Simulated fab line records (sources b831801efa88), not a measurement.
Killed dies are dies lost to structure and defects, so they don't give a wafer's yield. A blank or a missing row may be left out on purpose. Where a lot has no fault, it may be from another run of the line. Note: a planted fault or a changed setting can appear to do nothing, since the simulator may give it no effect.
One fault seen from 2 desks    flow gf180mcu    what lay behind the numbers comes last; until then each desk has only its own

TOOL OWNER'S DESK, pvdSputter-04
The tool's own readings at GF_M1_SPUTTER_00 (material Ti, target thk 37.5 nm, time 150 s): means of the sampled wafers that have a number, for each lot that ran on this tool. A lot is out of limits, marked OUT, if its mean lies more than 4 standard deviations from the usual mean; the brackets give that distance.
Columns: A = throttleValvePct at GF_M1_SPUTTER_00, usual 30.0 %
lot   first seen here  A
L988  day 18 15:10     30.0
L993  day 20 07:11     30.5
L997  day 21 15:45     29.9
This desk found nothing out of limits on any of the 3 lots.

METROLOGY DESK
Means of the sampled wafers that have a number, per lot and without regard to the tool the lot ran on: this is what the gauges read. A lot is out of limits, marked OUT, if its mean lies more than 4 standard deviations from the usual mean; the brackets give that distance.
Columns: A = CONTACT_W_RS at GF_CONTACT_RS_MEAS_25, usual 0.383 ohm/sq; B = CONTACT_W_THK at GF_CONTACT_THK_MEAS_26, usual 301 nm
lot   first seen here  A      B
L988  day 18 14:41     0.380  308
L993  day 20 06:28     0.382  299
L997  day 21 15:17     0.380  301
L104  day 23 19:05     0.385  296
L105  day 24 12:43     0.379  303
This desk found nothing out of limits on any of the 5 lots.

PUT TOGETHER
Nothing out of limits was seen by the tool owner's desk.
Metrology desk: nothing out of limits seen.

WHAT THE SIMULATOR PUT IN
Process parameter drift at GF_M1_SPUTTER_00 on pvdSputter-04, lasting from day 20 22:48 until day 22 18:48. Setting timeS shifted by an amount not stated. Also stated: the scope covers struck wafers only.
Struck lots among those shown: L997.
